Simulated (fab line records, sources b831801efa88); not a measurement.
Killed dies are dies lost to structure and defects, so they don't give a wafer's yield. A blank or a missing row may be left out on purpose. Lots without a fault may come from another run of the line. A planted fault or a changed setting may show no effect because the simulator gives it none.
Problem report in the 8D (eight disciplines) form, filled by code | flow sfq_line | the parts of the form that need people (team, actions taken, sign-off) are left out

1. THE PROBLEM
time_to_endpoint_s at SFQ_TRILAYER_I7_CMP_CMP_184 reads a mean of 128 s on 2 wafers of 2 lots; wafers without a fault read 218 s with a standard deviation of 8.9. That is -10 standard deviations from the usual mean.
The step: polishes SiO2.
First seen on wafer L185.6, day 78 02:45, on cmp-01. The record holds 40 wafers of 14 lots with a number at this step. Rule for "out", or "out of limits": more than 4 standard deviations from the usual mean. The other wafers with a number count as sound.

2. WHAT IT IS AND WHAT IT IS NOT
question                    | is                 | is not
which readings at this step | time_to_endpoint_s | edge_zone_pressure_frac, motor_current_A
which lots                  | L185, L187         | L173, L174, L175, L176, L177, L178, L180, L181, L182, L186, L190, L192
which wafers of those lots  | L185.6, L187.6     | L185.1, L185.5, L187.2, L187.3
read on which tools         | cmp-01             | cmp-02
when                        | from day 78 02:45  | up to then (29 sound wafers); but 9 sound wafers of L186, L187, L190, L192 came after

3. SUSPECTS, AND WHAT RULES EACH OUT
Counting: a tool at a process step up to the reading stays a suspect if it ran every lot that is out. Sound lots after the first of them don't rule it out here, since some wafers of a struck lot are sound.
- rie_metal-04 at SFQ_TRILAYER_I6_VIA_STRIP_STRIP_173 (strips in O2): kept. It ran every lot that is out, first L185 (day 74 11:08); its last sound lot up to then is L181 (day 73 20:44).
- cmp-01 at SFQ_TRILAYER_I7_CMP_CMP_184 (polishes SiO2): kept. It ran every lot that is out, first L185 (day 78 02:45); its last sound lot up to then is L181 (day 77 13:38). Its own readings are out on those wafers: time_to_endpoint_s.
Left after counting: rie_metal-04 at SFQ_TRILAYER_I6_VIA_STRIP_STRIP_173, cmp-01 at SFQ_TRILAYER_I7_CMP_CMP_184.

4. THE CAUSE (what the simulator had put in)
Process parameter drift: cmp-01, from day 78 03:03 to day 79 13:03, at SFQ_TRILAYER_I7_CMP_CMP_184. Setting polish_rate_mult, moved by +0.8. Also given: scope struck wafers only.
Counting left 2 suspects, and this tool is among them.

5. THE CHAIN OF EFFECTS, in route order
Each row: a reading whose mean over the struck wafers that have a number lies more than 3 standard deviations from the usual. Only readings for which the record gives a usual standard deviation are gone through. hours: the time from each lot's start at the first step in this table that gives one to its start at this step, as a median over the lots. sigmas: the change in usual standard deviations.
hours | step                        | reading            | usual | on struck wafers | change | sigmas
0     | SFQ_TRILAYER_I7_CMP_CMP_184 | time_to_endpoint_s | 218 s | 128              | -90    | -10
The process steps in it:
- SFQ_TRILAYER_I7_CMP_CMP_184: polishes SiO2.
Later measuring or inspecting steps at which every struck wafer that the step has a row for has a number for every such reading, and none has moved that far: SFQ_M8_BOW_MEAS_951.

6. WHAT WOULD HAVE CAUGHT IT SOONER
In this record the first reading out of limits was taken at day 78 02:45.
